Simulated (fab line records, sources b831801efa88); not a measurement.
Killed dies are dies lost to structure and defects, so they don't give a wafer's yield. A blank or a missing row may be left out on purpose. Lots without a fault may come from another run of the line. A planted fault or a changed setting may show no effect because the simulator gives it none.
One fault seen from 2 desks | flow gf180mcu | each desk has only its own numbers; what lay behind them comes last

THE METROLOGY DESK
What the gauges read, lot by lot, whatever tool the lot ran on: means of the sampled wafers that have a number. A lot is out of limits, marked OUT, if its mean lies more than 4 standard deviations from the usual mean; the brackets give that distance.
Columns: A = LVPWELL_OVL at GF_LVPWELL_OVL_MEAS_07, usual 0.1 nm; B = VT_IMPLANT_03_OVL at GF_VT_IMPLANT_OVL_MEAS_40, usual 1.0 nm
lot  | first seen here | A    | B
L865 | day 4 02:15     | 1.5  | 2.6
L867 | day 4 12:45     | 0.3  | 1.1
L868 | day 4 19:26     | 0.4  | -0.0
L871 | day 5 15:15     | 1.0  | -1.0
L872 | day 5 17:28     | 0.3  | 0.0
L873 | day 5 23:07     | -0.4 | -0.5
L874 | day 6 04:29     | 0.3  | 1.5
L878 | day 7 03:26     | 0.1  | -
L879 | day 7 08:25     | 0.7  | -
L880 | day 7 15:37     | 0.1  | -
L885 | day 8 18:54     | 0.7  | 1.8
L886 | day 8 23:37     | 0.0  | 0.6
L887 | day 9 08:19     | -1.9 | 1.5
This desk's finding: nothing out of limits on any of the 13 lots.

THE TOOL OWNER'S DESK: litho_track-01
The tool's own readings at GF_VT_IMPLANT_COAT_35 (resist thk 1000 nm): means of the sampled wafers that have a number, for each lot that ran on this tool. A lot is out of limits, marked OUT, if its mean lies more than 4 standard deviations from the usual mean; the brackets give that distance.
Columns: A = chill_plate_temp_C at GF_VT_IMPLANT_COAT_35, usual 22.99 C; B = dispense_pressure_kPa at GF_VT_IMPLANT_COAT_35, usual 49.1 kPa; C = exhaust_pa at GF_VT_IMPLANT_COAT_35, usual 45.0 Pa
lot  | first seen here | A     | B    | C
L867 | day 8 00:44     | 23.06 | 51.7 | 44.7
L874 | day 9 22:57     | 22.95 | 51.7 | 44.5
L885 | day 12 23:25    | 23.06 | 51.6 | 43.4
This desk's finding: nothing out of limits on any of the 3 lots.

PUT TOGETHER
The metrology desk saw nothing out of limits.
The tool owner's desk saw nothing out of limits.

WHAT THE SIMULATOR HAD PUT IN
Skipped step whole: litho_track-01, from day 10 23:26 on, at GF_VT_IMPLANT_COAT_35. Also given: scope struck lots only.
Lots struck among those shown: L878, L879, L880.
